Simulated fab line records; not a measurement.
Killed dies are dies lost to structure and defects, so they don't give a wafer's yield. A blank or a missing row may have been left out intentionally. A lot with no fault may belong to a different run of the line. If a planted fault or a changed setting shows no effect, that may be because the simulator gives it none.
A struck lot beside a sound one -- flow gf180mcu -- 15 steps out of a route of 602
Sound: wafers L336.2, L336.4, L336.6. Struck: wafer L346.3 (L346.2, L346.4, from the same lot, were not struck and are left out); the cause is given at the end.
For every step that has rows: the tool of each side, followed by ch and its chambers, followed by its first start. Under that, the readings that differ: sound wafers -- struck wafers -- difference of the means -- sigmas: that difference in standard deviations of wafers without a fault.
alike: readings with means less than 2 such deviations apart, plus words and numbers identical on both sides. not compared: withheld readings, readings lacking a value on some wafer, bounds such as >300 that could conceal the same value, and numbers that have no deviation in the record and whose values overlap.
A row with sigmas, a row that says differs or no value, or rows on one side alone: a step with any of these is where the two part. Numbers that don't overlap but have no deviation are shown without sigmas and don't part them. A reading that every wafer of one side lacks parts them only if that side has two wafers or more.

first, 4 steps without rows for these wafers: GF_V3_SOFTBAKE_10 (time 60 s); GF_V3_EXPOSE_11 (exposes mask Via3, target cd 260 nm); GF_V3_PEB_12 (peb time 90 s); GF_V3_DEVELOP_13 (develop time 60 s).
GF_V3_CD_MEAS_14: the cd target is 260 nm.
  sound on cd sem-01 at day 22 17:44; struck on cd sem-02 at day 26 07:21
  alike: cd nm
GF_V3_OVL_MEAS_15:
  sound on overlay-02 at day 22 17:51; struck on overlay-02 at day 26 07:28
  alike: V3_OVL
GF_V3_ETCH_16: etches BARC in N2/H2.
  sound on rie diel-02 ch 0,1,3, day 22 17:53; struck on rie diel-02 ch 0, day 26 07:29
  alike: drypump motor current A, oes product au, throttle valve pct
GF_V3_ETCH_17: etches SiO2 in C4F8/O2/Ar, stops on TiN, target depth 635 nm.
  sound on rie diel-02 ch 0,1,3; struck on rie diel-02 ch 0
reading,sound,struck,difference,sigmas
oes product au (a.u.),0.860 0.858 0.848,0.864,+0.009,+2
GF_V3_STRIP_18: strips in O2/N2.
  sound on plasma asher-03 ch 0, day 22 18:01; struck on plasma asher-03 ch 1, day 26 07:37
reading,sound,struck,difference,sigmas
heater power w (W),307 312 306,371,+63,+3
  alike: drypump motor current A, oes product au
  not compared: rf hours counter h
then, 2 steps without rows for these wafers: GF_V3_STRIP_19 (strips in post etch residue remover, time 1200 s); GF_V3_CLEAN_20 (cleans in DIW).
GF_V3_SPUTTER_21: material Ti, target thk 15 nm, time 80.02 s.
  sound on pvd sputter-04 at day 22 18:32; struck on pvd sputter-04 at day 26 08:29
  alike: cathode dc power W, throttle valve pct
GF_V3_SPUTTER_22: material TiN, target thk 10 nm, time 40 s.
  sound on pvd sputter-04 at day 22 18:36; struck on pvd sputter-04 at day 26 08:33
reading,sound,struck,difference,sigmas
cathode dc power W (W),4000.0 3999.2 3999.8,4513.6,+513.9,+99 or more
model.TiN_of_V3_SPUTTER_22.thk nm (nm),9.805 10.02 9.801,11.3,+1.4,
  alike: throttle valve pct
GF_V3_CVD_23: deposits W, target thk 350 nm, time 104.9 s.
  sound on cvd w-01 ch 0, day 22 18:38; struck on cvd w-02 ch 0, day 26 08:35
  alike: heater power w
then, 1 step without rows for these wafers: GF_PASSIVATION_PROBE_99.

== WHERE THEY PART ==
At GF_V3_ETCH_17 first; at GF_V3_SPUTTER_22 last (within this record only). Later steps at which nothing parts them and some readings are alike: GF_V3_CVD_23.

WHY: the cause the simulator had injected
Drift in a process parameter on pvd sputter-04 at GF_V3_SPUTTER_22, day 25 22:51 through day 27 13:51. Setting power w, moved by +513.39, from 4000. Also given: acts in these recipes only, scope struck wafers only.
